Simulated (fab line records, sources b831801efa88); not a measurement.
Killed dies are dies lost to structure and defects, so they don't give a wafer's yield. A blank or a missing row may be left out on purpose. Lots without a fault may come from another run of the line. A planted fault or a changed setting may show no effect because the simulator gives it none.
Which tool did it? | flow gf180mcu | 7 lots, 21 wafers sampled, at 2 steps of a route of 602

WHAT THE GAUGES READ, wafer by wafer
GF_DNWELL_TW_MEAS_09.
lot  | measured    | on            | DNWELL_TW
L654 | day 3 08:04 | film_metro-01 | 1376 1381 1367
L656 | day 3 17:41 | film_metro-01 | 1355 1359 1361
L658 | day 4 01:35 | film_metro-01 | 1371 1374 1373
L660 | day 4 13:37 | film_metro-03 | 1358 1349 1345
L664 | day 5 13:25 | film_metro-01 | 1355 1353 1361
L667 | day 6 03:32 | film_metro-01 | 1327 1316 1329
L669 | day 6 13:57 | film_metro-01 | 1318 1311 1313

WHICH TOOL RAN EACH LOT (tool, then ch and the chambers of the sampled wafers, then the start)
lot  | GF_DNWELL_IMPLANT_07
L654 | implanter-04 ch 0, day 3 07:50
L656 | implanter-03 ch 0, day 3 17:26
L658 | implanter-01 ch 0, day 4 01:20
L660 | implanter-04 ch 0, day 4 13:23
L664 | implanter-01 ch 0, day 5 13:10
L667 | implanter-01 ch 0, day 6 03:20
L669 | implanter-01 ch 0, day 6 13:44
- GF_DNWELL_IMPLANT_07

THE ANSWER, worked out from the rows above alone
Rule: what is usual is taken from the lots themselves. Put in order of their means at a reading, lots are off if they are a third of the lots or fewer, leave a main group of 4 or more, and stand apart from it by a gap of 3 or more times the standard deviation of the main group's means; of several such gaps the widest counts. A main group whose means are all the same, to the digits that the tables above print for the reading, isn't used. A lot without any number at a reading at which 4 lots or more have one is off too. The other lots that the step has rows for count as sound.
No lot is off at any reading shown: from this, nothing can be told.

WHAT THE SIMULATOR HAD PUT IN
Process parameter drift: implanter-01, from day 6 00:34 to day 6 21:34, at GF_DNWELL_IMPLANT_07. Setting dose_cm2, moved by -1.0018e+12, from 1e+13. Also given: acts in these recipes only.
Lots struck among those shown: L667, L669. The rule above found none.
